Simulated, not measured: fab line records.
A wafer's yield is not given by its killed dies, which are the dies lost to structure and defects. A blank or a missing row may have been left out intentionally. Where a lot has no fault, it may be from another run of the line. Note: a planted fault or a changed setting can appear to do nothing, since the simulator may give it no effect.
The tool behind it: which one? / flow gf180mcu / 12 lots, 36 wafers sampled, at 3 steps of a route of 602

## WHAT EACH GAUGE READ, for each wafer
GF_M4_THK_MEAS_06: measures by xrf.
lot=L075; measured=day 22 19:01; on=film_metro-04; M4_ALCU_THK (nm)=463 456 459
lot=L077; measured=day 23 09:20; on=film_metro-01; M4_ALCU_THK (nm)=467 455 464
lot=L079; measured=day 24 08:16; on=film_metro-01; M4_ALCU_THK (nm)=456 454 453
lot=L081; measured=day 24 21:17; on=film_metro-01; M4_ALCU_THK (nm)=459 455 452
lot=L083; measured=day 25 16:52; on=film_metro-04; M4_ALCU_THK (nm)=446 457 452
lot=L085; measured=day 26 11:07; on=film_metro-01; M4_ALCU_THK (nm)=460 457 456
lot=L087; measured=day 27 00:58; on=film_metro-01; M4_ALCU_THK (nm)=448 450 452
lot=L089; measured=day 27 15:53; on=film_metro-03; M4_ALCU_THK (nm)=455 458 456
lot=L091; measured=day 28 01:40; on=film_metro-03; M4_ALCU_THK (nm)=454 456 450
lot=L093; measured=day 28 15:52; on=film_metro-03; M4_ALCU_THK (nm)=455 451 450
lot=L095; measured=day 29 03:28; on=film_metro-04; M4_ALCU_THK (nm)=449 447 451
lot=L097; measured=day 29 15:19; on=film_metro-04; M4_ALCU_THK (nm)=446 450 452

## TOOL THAT RAN EACH LOT (tool first, then ch and the chambers of the sampled wafers, then the start)
lot=L075; GF_V3_SPUTTER_21=pvd_sputter-03, day 22 17:59; GF_M4_SPUTTER_03=pvd_sputter-04, day 22 18:50
lot=L077; GF_V3_SPUTTER_21=pvd_sputter-03, day 23 08:18; GF_M4_SPUTTER_03=pvd_sputter-03, day 23 09:10
lot=L079; GF_V3_SPUTTER_21=pvd_sputter-01, day 24 07:12; GF_M4_SPUTTER_03=pvd_sputter-02, day 24 08:04
lot=L081; GF_V3_SPUTTER_21=pvd_sputter-04, day 24 20:15; GF_M4_SPUTTER_03=pvd_sputter-03, day 24 21:06
lot=L083; GF_V3_SPUTTER_21=pvd_sputter-01, day 25 15:48; GF_M4_SPUTTER_03=pvd_sputter-03, day 25 16:40
lot=L085; GF_V3_SPUTTER_21=pvd_sputter-03, day 26 10:04; GF_M4_SPUTTER_03=pvd_sputter-02, day 26 10:55
lot=L087; GF_V3_SPUTTER_21=pvd_sputter-01, day 26 23:56; GF_M4_SPUTTER_03=pvd_sputter-02, day 27 00:47
lot=L089; GF_V3_SPUTTER_21=pvd_sputter-04, day 27 14:51; GF_M4_SPUTTER_03=pvd_sputter-02, day 27 15:43
lot=L091; GF_V3_SPUTTER_21=pvd_sputter-01, day 28 00:37; GF_M4_SPUTTER_03=pvd_sputter-02, day 28 01:28
lot=L093; GF_V3_SPUTTER_21=pvd_sputter-04, day 28 14:50; GF_M4_SPUTTER_03=pvd_sputter-03, day 28 15:41
lot=L095; GF_V3_SPUTTER_21=pvd_sputter-01, day 29 02:26; GF_M4_SPUTTER_03=pvd_sputter-03, day 29 03:17
lot=L097; GF_V3_SPUTTER_21=pvd_sputter-01, day 29 14:16; GF_M4_SPUTTER_03=pvd_sputter-03, day 29 15:07
- GF_V3_SPUTTER_21: material Ti, target thk 15 nm, time 80.02 s.
- GF_M4_SPUTTER_03: material Ti, target thk 10 nm, time 6.7 s.

## THE ANSWER, worked out from the rows above alone
Rule: the usual values come from the lots themselves. The widest of any qualifying gaps counts: lots, ordered by their means at a reading, are off when they make up no more than a third of the lots, leave a main group of 4 or more, and stand apart from it by 3 or more times the standard deviation of that group's means. A main group whose means are all the same, to the digits that the tables above print for the reading, isn't used. Also off: a lot with no number at a reading for which 4 or more lots have one. The other lots that the step has rows for count as sound.
No lot is off on any of the readings shown, so nothing can be concluded from this.

## WHAT HAD BEEN PUT IN BY THE SIMULATOR
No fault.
